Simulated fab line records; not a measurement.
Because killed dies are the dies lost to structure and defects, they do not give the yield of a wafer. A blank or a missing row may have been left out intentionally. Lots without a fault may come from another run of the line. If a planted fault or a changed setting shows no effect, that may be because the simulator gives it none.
Problem report in the 8D (eight disciplines) form, filled by code -- flow gf180mcu -- the parts of the form that need people (team, actions taken, sign-off) are left out

## 1. PROBLEM STATEMENT
Wafers free of any fault read -1.2 nm (standard deviation 1.4) for VT_IMPLANT_03_OVL at GF_VT_IMPLANT_OVL_MEAS_40, against a mean of -119.0 nm on 9 wafers of 3 lots. That puts it -84 standard deviations away from the usual mean.
Seen first at day 8 15:08 on overlay-02, wafer L657.2. The record has a number at this step for 39 wafers belonging to 13 lots. The rule behind "out" and "out of limits": a value lying over 4 standard deviations away from the usual mean. The other wafers with a number count as sound.

## 2. WHAT IT IS AND WHAT IT IS NOT
question,is,is not
which readings at this step,VT_IMPLANT_03_OVL,-
which lots,"L657, L661, L664","L653, L654, L655, L656, L660, L665, L666, L669, L670, L676"
which wafers of those lots,all that have a number,-
read on which gauges,overlay-02,overlay-01
when,from day 8 15:08,"up to then (12 sound wafers); but 18 sound wafers of L660, L665, L666, L669, L670, L676 came after"

## 3. WHAT RULES OUT EACH SUSPECT
Counting: a tool stays on the suspect list if, at a process step up to the reading, it processed all lots that are out and no sound lot following the first of them.
- the gauge at GF_VT_IMPLANT_OVL_MEAS_40: kept. All the wafers that are out were read on overlay-02, and no step on other tools shows them out.
- iline-stepper-02 at GF_VT_IMPLANT_EXPOSE_37 (exposes mask Nwell HV AREA, target cd 860 nm): kept. All lots that are out passed through it, beginning with L657 at day 8 07:02, and no sound lot followed; its final sound lot before that point was L656 at day 8 01:03.
Remaining after the count are iline-stepper-02 at GF_VT_IMPLANT_EXPOSE_37 and overlay-02 at GF_VT_IMPLANT_OVL_MEAS_40.

## 4. THE CAUSE (what the simulator had put in)
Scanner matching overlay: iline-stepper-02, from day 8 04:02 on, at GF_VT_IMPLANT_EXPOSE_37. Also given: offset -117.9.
This tool is one of the 2 suspects left after counting.

## 5. THE CHAIN OF EFFECTS, in route order
Each row: a reading whose mean over the struck wafers that have a number lies more than 3 standard deviations from the usual. Readings are gone through only where the record gives a usual standard deviation; hours: the median, over the lots, of the time from a lot's start at the first step in this table giving one to that lot's start at this step; sigmas: the change measured in usual standard deviations.
hours,step,reading,usual,on struck wafers,change,sigmas
0,GF_VT_IMPLANT_OVL_MEAS_40,VT_IMPLANT_03_OVL,-1.2 nm,-119.0,-117.8,-84
Later steps that measure or inspect, where all struck wafers having a row at the step show a number for every such reading and not one has moved that far: GF_POLY_GATE_THK_MEAS_17, GF_SAB_CD_MEAS_09.

## 6. WHAT WOULD HAVE CAUGHT IT SOONER
11 hours passed between the start of the fault at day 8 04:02 and the first reading out of limits at a measuring or inspecting step in this record, taken at day 8 15:08.
Of the lots that are out (3), L661, L664 began GF_VT_IMPLANT_EXPOSE_37 on iline-stepper-02 after day 8 15:08. A hold on the tool at that time would have spared those 2.
